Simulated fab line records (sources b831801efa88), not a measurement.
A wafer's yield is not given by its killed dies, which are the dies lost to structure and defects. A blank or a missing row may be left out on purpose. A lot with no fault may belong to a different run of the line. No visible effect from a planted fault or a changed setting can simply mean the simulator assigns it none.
Comparing a struck lot with a sound one    flow sky130    14 steps out of a route of 708
Sound: these wafers, L734.2, L734.3, L734.5. Wafers struck: L742.2, L742.3, L742.6. The cause comes at the end.
Order at every step that has rows: each side's tool, ch and its chambers, its first start. Under that, the readings that differ: sound wafers    struck wafers    difference of the means    sigmas: that difference in standard deviations of wafers without a fault.
alike: a reading whose means differ by less than 2 such deviations, as well as words and numbers matching on both sides. not compared: withheld readings; readings where some wafer has no value; bounds like >300 that might hide an equal value; numbers whose values overlap and for which the record gives no deviation.
Wherever a step has rows on one side only, a row that says differs or no value, or a row with sigmas, the two part there. When numbers do not overlap yet have no deviation, they are printed without sigmas and do not part them. A reading missing from all wafers of one side parts the sides only when that side holds two or more wafers.

first, 3 steps without rows for these wafers: SKY_VT_ADJUST_NCORE_EXPOSE_04 (exposes mask LVTN COMPLEMENT THIN, target cd 380 nm); SKY_VT_ADJUST_NCORE_PEB_05; SKY_VT_ADJUST_NCORE_DEVELOP_06 (develop time 60 s).
SKY_VT_ADJUST_NCORE_CD_MEAS_07: the cd target is 380 nm.
  sound on cd_sem-02 at day 12 08:37; struck on cd_sem-02 at day 14 23:16
  alike: cd_nm
SKY_VT_ADJUST_NCORE_OVL_MEAS_08:
  sound on overlay-01 at day 12 08:43; struck on overlay-01 at day 14 23:23
  alike: VT_ADJUST_NCORE_OVL
after that, 1 step had no rows for these wafers: SKY_VT_ADJUST_NCORE_IMPLANT_09.
SKY_VT_ADJUST_NCORE_STRIP_10: strips in O2/N2.
  sound on plasma_asher-03 ch 0,1, day 12 08:53; struck on plasma_asher-01 ch 0,1, day 14 23:34
  alike: drypump_motor_current_A, oes_product_au, strip_time_to_endpoint_s
  not compared: rf_hours_counter_h
SKY_VT_ADJUST_NCORE_TW_MEAS_11:
  sound on film_metro-03 at day 12 09:00; struck on film_metro-03 at day 14 23:40
  alike: VT_ADJUST_NCORE_TW
then, 4 steps without rows for these wafers: SKY_VT_ADJUST_HVTR_DEHYDRATE_00 (time 60 s); SKY_VT_ADJUST_HVTR_HMDS_01 (prime time 60 s); SKY_VT_ADJUST_HVTR_COAT_02 (resist thk 1140 nm); SKY_VT_ADJUST_HVTR_SOFTBAKE_03 (time 60 s).
SKY_VT_ADJUST_HVTR_EXPOSE_04: exposes mask HVTRM, target cd 380 nm.
  struck on iline_stepper-02, day 15 13:28; sound on iline_stepper-02 ch 0, day 12 20:43
  no value came back on the struck wafers for exposure_dose_mJ_cm2, focus_offset_nm (nm), na; on the sound wafers exposure_dose_mJ_cm2 reads 150.63 150.31 150.42
  alike: mask
after that, 1 step had no rows for these wafers: SKY_VT_ADJUST_HVTR_PEB_05.

## WHERE THEY PART
At SKY_VT_ADJUST_HVTR_EXPOSE_04 and nowhere else, as far as this record goes.

WHY: what the simulator had put in
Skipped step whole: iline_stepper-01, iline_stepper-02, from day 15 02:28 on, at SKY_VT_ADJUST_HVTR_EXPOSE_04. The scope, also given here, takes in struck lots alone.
